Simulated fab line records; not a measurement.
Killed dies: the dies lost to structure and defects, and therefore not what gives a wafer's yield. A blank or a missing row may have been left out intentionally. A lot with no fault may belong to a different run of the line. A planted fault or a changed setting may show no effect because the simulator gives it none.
What tool caused it?	flow sky130	Sampling: 24 lots, 72 wafers, 5 of 708 route steps

WHAT THE GAUGES SHOWED, per wafer
SKY_NWELL_OVL_MEAS_23. Usual: for NWELL_01_OVL the level is -0.7 nm and the standard deviation is 1.3.
lot	measured	on	NWELL_01_OVL (nm)	flag
L074	day 5 07:56	overlay-02	-1.6 -1.6 -1.4	
L075	day 5 09:27	overlay-01	-1.0 -0.5 0.8	
L076	day 5 16:05	overlay-01	-4.3 -3.1 -1.9	
L077	day 5 22:59	overlay-01	0.2 0.1 -0.6	
L078	day 6 05:35	overlay-01	-1.4 -2.6 -1.4	
L079	day 6 14:54	overlay-01	-1.7 -1.0 -2.1	
L080	day 6 19:01	overlay-02	-1.6 0.5 -1.7	
L081	day 7 04:32	overlay-01	0.4 1.5 0.7	
L082	day 7 08:01	overlay-01	-0.8 -0.6 -0.6	
L083	day 7 14:56	overlay-02	0.8 -0.1 1.6	
L084	day 7 19:23	overlay-01	-1.7 -2.4 -1.2	
L085	day 7 22:55	overlay-01	-0.6 1.3 -1.0	
L086	day 8 07:06	overlay-02	-0.1 -2.2 -0.3	
L087	day 8 15:06	overlay-02	0.1 -0.4 -0.1	
L088	day 8 23:18	overlay-02	1.0 3.1 1.7	
L089	day 9 02:08	overlay-02	-0.1 -2.0 0.5	
L090	day 9 09:34	overlay-01	-1.6 -0.7 -1.7	
L091	day 9 14:01	overlay-01	-3.0 0.5 -2.0	
L092	day 9 19:50	overlay-02	-0.7 0.5 1.1	
L093	day 10 01:15	overlay-01	-1.3 -3.6 -2.4	
L094	day 10 10:20	overlay-01	-1.7 -2.3 -1.8	
L095	day 10 15:32	overlay-01	-0.2 0.2 0.4	
L097	day 11 05:03	overlay-02	-2.9 -0.8 0.1	
L096	day 11 05:46	overlay-02	-1.1 -1.5 -0.4	

SKY_LI_CONTACT_BOW_MEAS_03. Usual: for LI_CONTACT_BOW the level is 58 um and the standard deviation is 6.6.
lot	measured	on	LI_CONTACT_BOW (um)	flag
L074	day 27 22:05	filmMetro-03	64 64 62	
L075	day 28 00:09	filmMetro-04	63 50 64	
L076	day 29 03:34	filmMetro-02	64 59 56	
L077	day 29 03:40	filmMetro-03	55 54 54	
L078	day 29 04:19	filmMetro-02	60 76 68	
L079	day 29 16:51	filmMetro-03	52 52 60	
L080	day 30 00:16	filmMetro-04	50 55 49	
L081	day 30 14:07	filmMetro-03	55 65 63	
L082	day 30 17:13	filmMetro-02	51 51 55	
L083	day 31 06:21	filmMetro-03	63 56 65	
L084	day 31 17:46	filmMetro-03	50 48 62	
L085	day 31 17:22	filmMetro-03	46 48 63	
L086	day 31 23:41	filmMetro-02	58 59 54	
L087	day 32 17:34	filmMetro-04	51 61 68	
L088	day 33 00:37	filmMetro-03	62 58 52	
L089	day 33 13:01	filmMetro-02	68 61 44	
L090	day 33 13:23	filmMetro-04	59 65 51	
L091	day 33 19:41	filmMetro-02	66 68 65	
L092	day 34 01:14	filmMetro-02	65 64 37	
L093	day 34 05:41	filmMetro-04	50 55 57	
L094	day 34 13:16	filmMetro-03	67 71 61	
L095	day 34 22:01	filmMetro-04	52 54 53	
L097	day 36 03:41	filmMetro-03	48 62 51	
L096	day 36 03:16	filmMetro-03	68 61 46	

SKY_METAL1_CD_MEAS_15: target cd 140 nm. Usual: cdNm reads 139.6 nm (standard deviation 1.6).
lot	measured	on	cdNm (nm)	flag
L074	day 32 19:14	cdSem-02	140.1 139.5 139.7	
L075	day 32 21:45	cdSem-01	139.9 138.2 140.1	
L076	day 33 22:42	cdSem-02	136.4 136.5 136.7	
L077	day 33 23:01	cdSem-02	138.7 140.4 140.4	
L078	day 34 00:17	cdSem-02	140.5 139.4 140.0	
L079	day 34 10:33	cdSem-02	138.6 138.7 138.9	
L080	day 34 18:52	cdSem-01	139.1 139.9 139.7	
L081	day 35 06:40	cdSem-02	139.7 138.7 138.7	
L082	day 35 09:02	cdSem-02	137.0 138.9 139.2	
L083	day 35 22:52	cdSem-01	139.2 138.9 139.7	
L084	day 36 08:29	cdSem-02	140.7 139.5 139.1	
L085	day 36 07:31	cdSem-02	141.4 142.0 142.8	
L086	day 36 13:46	cdSem-01	140.9 140.8 140.1	
L087	day 37 07:33	cdSem-02	138.7 139.8 138.4	
L088	day 37 14:20	cdSem-01	141.2 140.4 141.7	
L089	day 38 01:14	cdSem-01	139.2 139.7 138.5	
L090	day 38 01:37	cdSem-02	142.3 141.5 141.8	
L091	day 38 08:05	cdSem-02	137.1 137.6 137.0	
L092	day 38 14:19	cdSem-01	139.7 141.1 139.5	
L093	day 38 17:55	cdSem-02	137.8 137.9 137.3	
L094	day 39 01:10	cdSem-02	142.9 139.9 140.7	
L095	day 39 09:05	cdSem-01	139.4 139.2 138.7	
L097	day 40 14:02	cdSem-02	136.9 138.8 138.8	
L096	day 40 13:13	cdSem-01	142.4 142.1 142.5	

TOOL THAT RAN EACH LOT (tool first, then ch and the chambers of the sampled wafers, then the start)
lot	SKY_LI_CONTACT_ETCH_14	SKY_LI_CONTACT_ETCH_15
L074	rieDiel-04 ch 1,2, day 29 02:46	rieDiel-04 ch 1,2, day 29 02:49
L075	rieDiel-04 ch 0,1,2, day 29 04:43	rieDiel-04 ch 0,1,2, day 29 04:47
L076	rieDiel-02 ch 0,1,3, day 30 08:39	rieDiel-02 ch 0,1,3, day 30 08:41
L077	rieDiel-01 ch 0,1,2, day 30 08:46	rieDiel-01 ch 0,1,2, day 30 08:49
L078	rieDiel-04 ch 0,1,3, day 30 09:50	rieDiel-04 ch 0,1,3, day 30 09:53
L079	rieDiel-01 ch 0,1,3, day 30 21:32	rieDiel-01 ch 0,1,3, day 30 21:34
L080	rieDiel-04 ch 0,3, day 31 05:12	rieDiel-04 ch 0,3, day 31 05:14
L081	rieDiel-02 ch 1,3, day 31 18:16	rieDiel-02 ch 1,3, day 31 18:19
L082	rieDiel-02 ch 0,1, day 31 20:46	rieDiel-02 ch 0,1, day 31 20:49
L083	rieDiel-02 ch 0,2,3, day 32 10:52	rieDiel-02 ch 0,2,3, day 32 10:55
L084	rieDiel-01 ch 0,1, day 32 21:02	rieDiel-01 ch 0,1, day 32 21:04
L085	rieDiel-04 ch 0,1,2, day 32 19:45	rieDiel-04 ch 0,1,2, day 32 19:47
L086	rieDiel-02 ch 0,1, day 33 02:24	rieDiel-02 ch 0,1, day 33 02:26
L087	rieDiel-04 ch 2,3, day 33 20:13	rieDiel-04 ch 2,3, day 33 20:16
L088	rieDiel-01 ch 0,1, day 34 03:30	rieDiel-01 ch 0,1, day 34 03:32
L089	rieDiel-04 ch 2,3, day 34 15:35	rieDiel-04 ch 2,3, day 34 15:37
L090	rieDiel-01 ch 0,1,3, day 34 15:36	rieDiel-01 ch 0,1,3, day 34 15:38
L091	rieDiel-01 ch 0,2,3, day 34 21:42	rieDiel-01 ch 0,2,3, day 34 21:44
L092	rieDiel-04 ch 0,3, day 35 03:41	rieDiel-04 ch 0,3, day 35 03:43
L093	rieDiel-02 ch 0,1,3, day 35 08:20	rieDiel-02 ch 0,1,3, day 35 08:22
L094	rieDiel-01 ch 0,3, day 35 15:08	rieDiel-01 ch 0,3, day 35 15:10
L095	rieDiel-01 ch 0,1,3, day 36 00:26	rieDiel-01 ch 0,1,3, day 36 00:28
L097	rieDiel-04 ch 0,1,2, day 37 06:26	rieDiel-04 ch 0,1,2, day 37 06:28
L096	rieDiel-02 ch 0,2, day 37 05:26	rieDiel-02 ch 0,2, day 37 05:28
- SKY_LI_CONTACT_ETCH_14: etches BARC in N2/H2, stops on SiO2, time 45.9 s, target depth 60 nm.
- SKY_LI_CONTACT_ETCH_15: etches PSG in C4F8/O2/Ar, stops on Si, target depth 600 nm.

AS READ BY THE TOOLS THEMSELVES (means over the sampled wafers that have a number; for cases with no such wafer, the mark the record gives instead)
SKY_LI_CONTACT_ETCH_14. Usual: drypumpMotorCurrentA 5.6 A, standard deviation 0.47; oesProductAu 0.855 a.u., standard deviation 0.0051; throttleValvePct 13.226 %, standard deviation 0.0085.
lot	tool	drypumpMotorCurrentA (A)	oesProductAu (a.u.)	throttleValvePct (%)	flag
L074	rieDiel-04	5.6	0.851	13.223	
L075	rieDiel-04	5.4	0.855	13.222	
L076	rieDiel-02	6.0	0.856	13.230	
L077	rieDiel-01	5.5	0.858	13.224	
L078	rieDiel-04	5.5	0.855	13.229	
L079	rieDiel-01	5.5	0.855	13.219	
L080	rieDiel-04	5.4	0.857	13.216	
L081	rieDiel-02	6.5	0.855	13.230	
L082	rieDiel-02	6.3	0.857	13.231	
L083	rieDiel-02	5.8	0.855	13.229	
L084	rieDiel-01	5.6	0.860	13.222	
L085	rieDiel-04	5.4	0.863	13.223	
L086	rieDiel-02	6.3	0.856	13.221	
L087	rieDiel-04	5.0	0.853	13.226	
L088	rieDiel-01	5.4	0.855	13.229	
L089	rieDiel-04	4.9	0.854	13.223	
L090	rieDiel-01	5.5	0.858	13.228	
L091	rieDiel-01	5.7	0.849	13.227	
L092	rieDiel-04	5.2	0.852	13.231	
L093	rieDiel-02	6.1	0.854	13.217	
L094	rieDiel-01	5.8	0.853	13.225	
L095	rieDiel-01	5.5	0.855	13.228	
L097	rieDiel-04	5.4	0.850	13.230	
L096	rieDiel-02	5.7	0.852	13.219	

SKY_LI_CONTACT_ETCH_15. Usual: oesProductAu reads 0.837 a.u. (standard deviation 0.0041).
lot	tool	oesProductAu (a.u.)	flag
L074	rieDiel-04	0.836	
L075	rieDiel-04	0.837	
L076	rieDiel-02	0.837	
L077	rieDiel-01	0.837	
L078	rieDiel-04	0.838	
L079	rieDiel-01	0.835	
L080	rieDiel-04	0.838	
L081	rieDiel-02	0.835	
L082	rieDiel-02	0.837	
L083	rieDiel-02	0.834	
L084	rieDiel-01	0.838	
L085	rieDiel-04	0.837	
L086	rieDiel-02	0.835	
L087	rieDiel-04	0.837	
L088	rieDiel-01	0.842	
L089	rieDiel-04	0.836	
L090	rieDiel-01	0.837	
L091	rieDiel-01	0.834	
L092	rieDiel-04	0.838	
L093	rieDiel-02	0.833	
L094	rieDiel-01	0.836	
L095	rieDiel-01	0.839	
L097	rieDiel-04	0.834	
L096	rieDiel-02	0.836	

THE ANSWER, worked out from the rows above alone
Rule: a lot is off if the mean of its wafers that have a number lies more than 3 standard deviations from the usual mean. A lot without any number at a reading at which 4 lots or more have one is off too. Where the step has rows for the other lots, those lots are counted as sound. After the gauges, taken in route order, come the tools' own readings; for these a lot's mean is taken, as printed above. The first step at which some lot is off is used, and at that step the reading that is off furthest; a lot without a number counts as furthest.
None of the lots is off at any reading shown; this tells nothing.

WHAT THE SIMULATOR PUT IN
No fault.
